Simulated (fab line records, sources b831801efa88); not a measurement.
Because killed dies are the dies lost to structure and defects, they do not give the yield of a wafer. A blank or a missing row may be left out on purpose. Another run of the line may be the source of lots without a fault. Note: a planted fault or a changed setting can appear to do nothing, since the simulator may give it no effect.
fab line records ; flow sky130
record lots=6; wafers=18; lastDay=50
route steps=708 shown SD_N@350 SD_P@359 RES_XHIGH@360 SALICIDE@361 LI_CONTACT@362 PAD_OPEN@708
lots that met no fault: taken from a fault-free run of the same line
startH: the number of hours between the record's first day and the start of the first shown wafer of the lot ; waitH: time in hours since the lot's previous step ; " as in the row above ; L1.1+2: a row that stands for several wafers ; - value missing, or start not given ; * or withheld: withheld ; < > ~ a bound
route shown NAME@n: names a module that has steps shown in the file, with the first one's number in the route ; usual: mean/standard deviation of fault-free wafers ; same: alike in all rows ; chamber/n: place in a boat ; sites: readings site by site ; _std_site: the values' standard deviation ; _edge_site: inner sites' mean taken away from outer sites' mean ; radiusMm: for every site, how far away it sits from the centre of the wafer ; mask NAME#n: copy n ; behind: tool/chamber where the wafer was last shaped ; hold: the reason the lot was held/the length of the hold in hours/how it ended ; device: whichever transistor did not switch (one of n, p or np) ; end of line: tests of these same wafers at the route's end ; step lacking rows: just its recipe ; killed: count of dies lost to structure and defects at first sort (not the wafer's yield) ; map: per-die view of a wafer (x killed, . not killed, _ where there is no die)
set.NAME: setting as actually run; set.NAME@STEP: the setting as run at that earlier step ; model.NAME: the simulator's own value behind a step, which no gauge read
lots at some steps of the route; a table a step, a row a wafer
services: when a tool's chamber went out of use (startH, in hours from the record's first day, below 0 if earlier), for how many hours, and the reason
## steps
# step SKY_SD_N_OVL_MEAS_08
# usual SD_N_OVL=0.1/1.5
lot.wafer;tool;chamber;startH;waitH;SD_N_OVL[nm]
L370.2;overlay-01;-;730.96;0.1;-0.3
L370.3;overlay-01;-;730.96;0.1;0.3
L370.6;overlay-01;-;730.96;0.1;-0.9
L372.3;overlay-01;-;755.39;0.1;0.5
L372.4;overlay-01;-;755.39;0.1;1.1
L372.6;overlay-01;-;755.39;0.1;0.6
L376.1;overlay-01;-;764.33;0.1;-0.1
L376.2;overlay-01;-;764.33;0.1;-1.5
L376.6;overlay-01;-;764.33;0.1;0.6
L378.2;overlay-02;-;780.96;0.1;0.5
L378.5;overlay-02;-;780.96;0.1;2.1
L378.6;overlay-02;-;780.96;0.1;0.3
L379.2;overlay-02;-;789.73;0.1;0.3
L379.3;overlay-02;-;789.73;0.1;1.0
L379.4;overlay-02;-;789.73;0.1;0.2
L384.1;overlay-01;-;820.71;0.1;0.9
L384.3;overlay-01;-;820.71;0.1;-0.4
L384.6;overlay-01;-;820.71;0.1;2.8
# step SKY_SD_N_IMPLANT_09
# recipe species=As; energyKev=50; doseCm2=4e+15; tiltDeg=0
# step SKY_SD_N_IMPLANT_10
# recipe species=P; energyKev=20; doseCm2=1e+14; tiltDeg=0
# step SKY_SD_N_STRIP_11
# recipe chemistry=O2/N2; powerW=1400; pressureMtorr=1500; platenTempC=withheld; o2FlowSccm=3000; n2FlowSccm=300; overashFraction=0.5
# usual drypumpMotorCurrentA=5.8/0.4; oesProductAu=0.527/0.0048; stripTimeToEndpointS=22.54/0.033
lot.wafer;tool;chamber;startH;waitH;drypumpMotorCurrentA;oesProductAu;rfHoursCounterH;stripTimeToEndpointS
L370.2;plasmaAsher-03;0;731.29;0.1;5.4;0.535;108;22.52
L370.3;plasmaAsher-03;1;731.29;0.1;6.1;0.530;-;22.51
L370.6;plasmaAsher-03;1;731.29;0.1;6.1;0.522;-;22.52
L372.3;plasmaAsher-03;0;755.74;0.1;5.4;0.536;-;22.55
L372.4;plasmaAsher-03;1;755.74;0.1;6.1;0.532;-;22.56
L372.6;plasmaAsher-03;1;755.74;0.1;6.2;0.529;-;22.55
L376.1;plasmaAsher-01;0;764.66;0.1;6.2;0.525;68;22.59
L376.2;plasmaAsher-01;1;764.66;0.1;5.1;0.520;68;22.57
L376.6;plasmaAsher-01;1;764.66;0.1;5.1;0.528;-;22.53
L378.2;plasmaAsher-03;0;781.29;0.1;5.4;0.526;4;22.58
L378.5;plasmaAsher-03;0;781.29;0.1;5.4;0.528;-;22.60
L378.6;plasmaAsher-03;1;781.29;0.1;6.1;0.526;-;22.59
L379.2;plasmaAsher-01;0;790.06;0.1;6.2;0.523;70;22.58
L379.3;plasmaAsher-01;0;790.06;0.1;6.2;0.523;-;22.55
L379.4;plasmaAsher-01;1;790.06;0.1;5.2;0.522;-;22.58
L384.1;plasmaAsher-02;0;821.04;0.1;5.6;0.527;98;22.55
L384.3;plasmaAsher-02;1;821.04;0.1;6.2;0.533;-;22.53
L384.6;plasmaAsher-02;1;821.04;0.1;6.2;0.525;-;22.52
# step SKY_SD_N_TW_MEAS_12
# usual SD_N_TW=3975/32
lot.wafer;tool;chamber;startH;waitH;SD_N_TW
L370.2;filmMetro-02;-;731.40;0.1;4032
L370.3;filmMetro-02;-;731.40;0.1;4039
L370.6;filmMetro-02;-;731.40;0.1;4014
L372.3;filmMetro-04;-;755.83;0.1;3994
L372.4;filmMetro-04;-;755.83;0.1;3993
L372.6;filmMetro-04;-;755.83;0.1;4007
L376.1;filmMetro-02;-;764.76;0.1;3957
L376.2;filmMetro-02;-;764.76;0.1;3946
L376.6;filmMetro-02;-;764.76;0.1;3969
L378.2;filmMetro-04;-;781.40;0.1;3963
L378.5;filmMetro-04;-;781.40;0.1;3954
L378.6;filmMetro-04;-;781.40;0.1;3966
L379.2;filmMetro-04;-;790.17;0.1;3961
L379.3;filmMetro-04;-;790.17;0.1;3970
L379.4;filmMetro-04;-;790.17;0.1;3956
L384.1;filmMetro-04;-;821.14;0.1;4020
L384.3;filmMetro-04;-;821.14;0.1;4025
L384.6;filmMetro-04;-;821.14;0.1;4005
# step SKY_SD_N_CLEAN_13
# recipe chemistry=SC1/SC2; mix=1:4:20; tempC=70; timeS=150; dry=n2Spin
# step SKY_SD_N_RTA_14
# recipe tempC=1075; timeS=2; idleTempC=650; rampUpCPerS=150; rampDownCPerS=90; ambient=N2
# usual chamberO2Ppm=2.002/0.021; lampPowerPct=15.73/0.049; wafer_temp_C_max=1078.0/1.3
lot.wafer;tool;chamber;startH;waitH;chamberO2Ppm;lampPowerPct;wafer_temp_C_max
L370.2;rtpAnneal-02;0;731.52;0.0;2.027;15.75;1081.5
L370.3;rtpAnneal-02;0;731.52;0.0;1.999;15.74;1078.3
L370.6;rtpAnneal-02;0;731.52;0.0;2.014;15.71;1075.7
L372.3;rtpAnneal-01;0;755.94;0.0;2.038;15.76;1079.2
L372.4;rtpAnneal-01;0;755.94;0.0;2.048;15.63;1078.8
L372.6;rtpAnneal-01;0;755.94;0.0;2.019;15.68;1077.1
L376.1;rtpAnneal-02;0;764.88;0.0;1.962;15.74;1079.1
L376.2;rtpAnneal-02;0;764.88;0.0;1.934;15.76;1077.9
L376.6;rtpAnneal-02;0;764.88;0.0;1.983;15.74;1079.3
L378.2;rtpAnneal-02;0;781.57;0.0;2.039;15.71;1078.7
L378.5;rtpAnneal-02;0;781.57;0.0;2.030;15.74;1077.5
L378.6;rtpAnneal-02;0;781.57;0.0;2.030;15.85;1077.1
L379.2;rtpAnneal-02;0;790.28;0.0;1.975;15.62;1076.7
L379.3;rtpAnneal-02;0;790.28;0.0;2.024;15.68;1077.3
L379.4;rtpAnneal-02;0;790.28;0.0;1.992;15.70;1076.5
L384.1;rtpAnneal-02;0;821.25;0.0;2.034;15.77;1077.7
L384.3;rtpAnneal-02;0;821.25;0.0;2.016;15.70;1077.7
L384.6;rtpAnneal-02;0;821.25;0.0;2.010;15.77;1079.5
# step SKY_SD_N_RS_MEAS_16
# recipe thkMeasGauge=four-point-probe
# usual SD_N_RS=68.52/0.16
lot.wafer;tool;chamber;startH;waitH;SD_N_RS[ohm/sq]
L370.2;filmMetro-01;-;731.70;0.1;68.78
L370.3;filmMetro-01;-;731.70;0.1;68.80
L370.6;filmMetro-01;-;731.70;0.1;68.51
L372.3;filmMetro-02;-;756.14;0.1;68.39
L372.4;filmMetro-02;-;756.14;0.1;68.53
L372.6;filmMetro-02;-;756.14;0.1;68.54
L376.1;filmMetro-01;-;765.05;0.1;68.79
L376.2;filmMetro-01;-;765.05;0.1;68.72
L376.6;filmMetro-01;-;765.05;0.1;68.77
L378.2;filmMetro-04;-;781.75;0.1;68.31
L378.5;filmMetro-04;-;781.75;0.1;68.43
L378.6;filmMetro-04;-;781.75;0.1;68.32
L379.2;filmMetro-02;-;790.47;0.1;68.33
L379.3;filmMetro-02;-;790.47;0.1;68.36
L379.4;filmMetro-02;-;790.47;0.1;68.41
L384.1;filmMetro-04;-;821.42;0.1;68.48
L384.3;filmMetro-04;-;821.42;0.1;68.37
L384.6;filmMetro-04;-;821.42;0.1;68.40
# step SKY_SD_N_RS_MEAS_17
# recipe thkMeasGauge=four-point-probe
# usual SD_P_RS=147.0/0.48
lot.wafer;tool;chamber;startH;waitH;SD_P_RS[ohm/sq]
L370.2;filmMetro-01;-;731.82;0.1;147.4
L370.3;filmMetro-01;-;731.82;0.1;147.7
L370.6;filmMetro-01;-;731.82;0.1;147.2
L372.3;filmMetro-02;-;756.26;0.1;146.3
L372.4;filmMetro-02;-;756.26;0.1;146.9
L372.6;filmMetro-02;-;756.26;0.1;146.4
L376.1;filmMetro-01;-;765.17;0.1;147.9
L376.2;filmMetro-01;-;765.17;0.1;147.8
L376.6;filmMetro-01;-;765.17;0.1;148.0
L378.2;filmMetro-04;-;781.87;0.1;146.8
L378.5;filmMetro-04;-;781.87;0.1;146.6
L378.6;filmMetro-04;-;781.87;0.1;146.1
L379.2;filmMetro-02;-;790.59;0.1;146.1
L379.3;filmMetro-02;-;790.59;0.1;146.4
L379.4;filmMetro-02;-;790.59;0.1;146.5
L384.1;filmMetro-04;-;821.54;0.1;146.7
L384.3;filmMetro-04;-;821.54;0.1;146.8
L384.6;filmMetro-04;-;821.54;0.1;146.6
# step SKY_SD_N_RS_MEAS_18
# recipe thkMeasGauge=four-point-probe
# usual RES_XHIGH_RS=333.0/1.1
lot.wafer;tool;chamber;startH;waitH;RES_XHIGH_RS[ohm/sq]
L370.2;filmMetro-01;-;731.94;0.1;332.7
L370.3;filmMetro-01;-;731.94;0.1;333.8
L370.6;filmMetro-01;-;731.94;0.1;333.2
L372.3;filmMetro-02;-;756.38;0.1;330.7
L372.4;filmMetro-02;-;756.38;0.1;330.9
L372.6;filmMetro-02;-;756.38;0.1;331.4
L376.1;filmMetro-01;-;765.29;0.1;333.6
L376.2;filmMetro-01;-;765.29;0.1;333.2
L376.6;filmMetro-01;-;765.29;0.1;331.7
L378.2;filmMetro-04;-;781.99;0.1;333.1
L378.5;filmMetro-04;-;781.99;0.1;333.5
L378.6;filmMetro-04;-;781.99;0.1;331.9
L379.2;filmMetro-02;-;790.71;0.1;331.3
L379.3;filmMetro-02;-;790.71;0.1;332.6
L379.4;filmMetro-02;-;790.71;0.1;332.1
L384.1;filmMetro-04;-;821.66;0.1;332.8
L384.3;filmMetro-04;-;821.66;0.1;333.1
L384.6;filmMetro-04;-;821.66;0.1;332.6
# step SKY_SALICIDE_CLEAN_00
# recipe chemistry=HF-last; timeS=30; dilution=100:1; dry=ipaMarangoni
# step SKY_LI_CONTACT_HDPCVD_00
# recipe material=PSG; targetThkNm=930; sigmaOpenFrac=0.3; timeS=155; tempC=600; sih4FlowSccm=60; pressureMtorr=6
# usual sih4FlowSccm=60.00/0.17
lot.wafer;tool;chamber;startH;waitH;sih4FlowSccm;model.PSG_of_LI_CONTACT_HDPCVD_00.thkNm
L370.2;hdpcvd-01;0;732.06;0.0;60.27;911.5
L370.3;hdpcvd-01;1;732.06;0.0;59.87;925
L370.6;hdpcvd-01;0;732.06;0.0;60.16;932.4
L372.3;hdpcvd-02;0;756.48;0.0;59.89;917.7
L372.4;hdpcvd-02;1;756.48;0.0;59.91;917
L372.6;hdpcvd-02;2;756.48;0.0;60.04;924.2
L376.1;hdpcvd-01;0;765.43;0.0;59.89;933.6
L376.2;hdpcvd-01;2;765.43;0.0;72.12;1113
L376.6;hdpcvd-01;0;765.43;0.0;59.92;930.9
L378.2;hdpcvd-01;2;782.11;0.0;72.18;1113
L378.5;hdpcvd-01;2;782.11;0.0;72.21;1110
L378.6;hdpcvd-01;0;782.11;0.0;60.19;954.4
L379.2;hdpcvd-02;1;790.82;0.0;59.96;943.4
L379.3;hdpcvd-02;0;790.82;0.0;60.25;931.2
L379.4;hdpcvd-02;0;790.82;0.0;59.94;934.1
L384.1;hdpcvd-02;2;821.80;0.0;60.10;926.1
L384.3;hdpcvd-02;1;821.80;0.0;59.76;936.8
L384.6;hdpcvd-02;0;821.80;0.0;60.29;920.1
# step SKY_LI_CONTACT_THK_MEAS_01
# recipe reads=PSG_of_LI_CONTACT_HDPCVD_00
# usual LI_CONTACT_HDPCVD_THK=930/11
lot.wafer;tool;chamber;startH;waitH;LI_CONTACT_HDPCVD_THK[nm]
L370.2;filmMetro-02;-;732.17;0.1;912
L370.3;filmMetro-02;-;732.17;0.1;925
L370.6;filmMetro-02;-;732.17;0.1;933
L372.3;filmMetro-04;-;756.60;0.1;917
L372.4;filmMetro-04;-;756.60;0.1;917
L372.6;filmMetro-04;-;756.60;0.1;924
L376.1;filmMetro-02;-;765.53;0.1;933
L376.2;filmMetro-02;-;765.53;0.1;1113
L376.6;filmMetro-02;-;765.53;0.1;931
L378.2;filmMetro-01;-;782.22;0.1;1114
L378.5;filmMetro-01;-;782.22;0.1;1110
L378.6;filmMetro-01;-;782.22;0.1;954
L379.2;filmMetro-01;-;790.94;0.1;944
L379.3;filmMetro-01;-;790.94;0.1;931
L379.4;filmMetro-01;-;790.94;0.1;934
L384.1;filmMetro-02;-;821.90;0.1;926
L384.3;filmMetro-02;-;821.90;0.1;936
L384.6;filmMetro-02;-;821.90;0.1;920
# step SKY_LI_CONTACT_CMP_02
# recipe material=PSG; downForcePsi=4; platenRpm=60; padVelocityMS=0.94248
# usual motorCurrentA=12.1/0.92; timeToEndpointS=33.0/2.5
lot.wafer;tool;chamber;startH;waitH;motorCurrentA;timeToEndpointS
L370.3;cmp-01;3;732.22;0.0;11.4;32.1
L370.2;cmp-01;2;732.22;0.0;12.3;26.8
L370.6;cmp-01;0;732.22;0.0;11.6;35.5
L372.4;cmp-02;0;756.74;0.1;14.2;32.6
L372.3;cmp-02;1;756.74;0.1;10.6;36.7
L372.6;cmp-02;2;756.74;0.1;11.0;34.1
L376.2;cmp-01;1;765.69;0.1;12.3;48.9
L376.1;cmp-01;2;765.69;0.1;12.5;27.6
L376.6;cmp-01;0;765.69;0.1;11.6;32.5
L378.2;cmp-01;0;782.42;0.2;11.4;50.9
L378.6;cmp-01;1;782.42;0.2;12.8;32.2
L378.5;cmp-01;2;782.42;0.2;12.7;47.1
L379.4;cmp-02;3;791.41;0.4;13.6;35.0
L379.3;cmp-02;1;791.41;0.4;10.7;34.4
L379.2;cmp-02;2;791.41;0.4;11.5;34.8
L384.1;cmp-01;1;821.96;0.1;12.6;31.6
L384.3;cmp-01;3;821.96;0.1;11.2;33.0
L384.6;cmp-01;2;821.96;0.1;13.0;28.3
# step SKY_LI_CONTACT_BOW_MEAS_03
# recipe mode=bow
# usual LI_CONTACT_BOW=55/6.3
lot.wafer;tool;chamber;startH;waitH;LI_CONTACT_BOW[um]
L370.2;filmMetro-02;-;732.54;0.1;50
L370.3;filmMetro-02;-;732.54;0.1;60
L370.6;filmMetro-02;-;732.54;0.1;52
L372.3;filmMetro-02;-;756.98;0.1;62
L372.4;filmMetro-02;-;756.98;0.1;57
L372.6;filmMetro-02;-;756.98;0.1;68
L376.1;filmMetro-01;-;765.89;0.1;65
L376.2;filmMetro-01;-;765.89;0.1;60
L376.6;filmMetro-01;-;765.89;0.1;55
L378.2;filmMetro-04;-;782.59;0.1;50
L378.5;filmMetro-04;-;782.59;0.1;48
L378.6;filmMetro-04;-;782.59;0.1;53
L379.2;filmMetro-02;-;791.73;0.1;47
L379.3;filmMetro-02;-;791.73;0.1;50
L379.4;filmMetro-02;-;791.73;0.1;53
L384.1;filmMetro-02;-;822.26;0.2;60
L384.3;filmMetro-02;-;822.26;0.2;50
L384.6;filmMetro-02;-;822.26;0.2;65
# step SKY_PAD_OPEN_PROBE_99
# usual killed_at_M0_to_M3=43/6.5; killed_at_M4_up=3/1.7; killedAtContacts=25/5.1; killedAtFrontEnd=15/3.8; killedAtOther=0.2/0.45; killedDies=86/8.8; killedOpen=47/6.7; killedShort=39/6
# same grossDies=492; killedAtBackSide=0
lot.wafer;tool;chamber;startH;waitH;killed_at_M0_to_M3;killed_at_M4_up;killedAtContacts;killedAtFrontEnd;killedAtOther;killedDies;killedOpen;killedShort
L372.3;prober-01;-;1155.09;0.2;46;5;39;17;2;109;63;46
# killed by level:class
L372.3 CONTACT:geometricParticle:open=17 VIA1:geometricParticle:open=11 VIA3:geometricParticle:open=10 LI_CONTACT:geometricParticle:open=9 LOCAL_INTERCONNECT:geometricParticle:short=7 METAL1:geometricParticle:short=6 METAL2:geometricParticle:short=6 FIELD_ISO:geometricParticle:short=5
## services
tool;chamber;startH;hours;kind
rtpAnneal-02;-;708.07;2.7;pm
plasmaAsher-03;-;733.75;9.0;pm
plasmaAsher-03;0;733.75;9.0;ventCycle
plasmaAsher-03;1;733.75;9.0;ventCycle
plasmaAsher-03;0;742.75;-;clean
plasmaAsher-03;1;742.75;-;clean
cmp-01;-;744.00;4.0;pm
cmp-01;-;748.00;-;consumableReplace:conditioner
cmp-01;-;748.00;-;consumableReplace:pad
cmp-02;-;757.73;29.8;repair
cmp-02;-;758.33;2.1;repair
cmp-02;-;761.70;1.3;repair
cmp-01;-;787.75;11.1;pm
plasmaAsher-03;-;789.10;14.6;pm
hdpcvd-02;0;794.24;6.1;repair
cmp-02;-;798.86;5.2;pm
plasmaAsher-01;-;806.90;3.8;repair
hdpcvd-01;2;816.12;8.1;repair
## key
firstSign step=SKY_LI_CONTACT_HDPCVD_00; reading=sih4FlowSccm; direction=up; sigmas=72; usual=60.00; struck=72.17
effect step=SKY_LI_CONTACT_THK_MEAS_01; reading=LI_CONTACT_HDPCVD_THK; direction=up; sigmas=17; usual=930; struck=1112
effect step=SKY_LI_CONTACT_CMP_02; reading=timeToEndpointS; direction=up; sigmas=6.4; usual=*; struck=*
modelEffect step=SKY_LI_CONTACT_HDPCVD_00; value=PSG_of_LI_CONTACT_HDPCVD_00.thkNm; without=926.1; struck=1112
metAt SKY_LI_CONTACT_HDPCVD_00
struckWafers L376.2,L378.2,L378.5
testerLeftOut L376,L378
fault kind=processParameterDrift; tool=hdpcvd-01; chamber=2; onsetH=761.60; steps=SKY_LI_CONTACT_HDPCVD_00; channel=sih4FlowSccm; offset=12; shape=step; endH=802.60; actsIn=theseRecipesOnly; stated=60
# testerLeftOut: of these lots the tester's yield and bins aren't shown, on N5 and GAA mostly nor the transistor test; their killed dies are dies lost to structure and defects alone, not to doping, threshold or leakage, so they don't give the yield
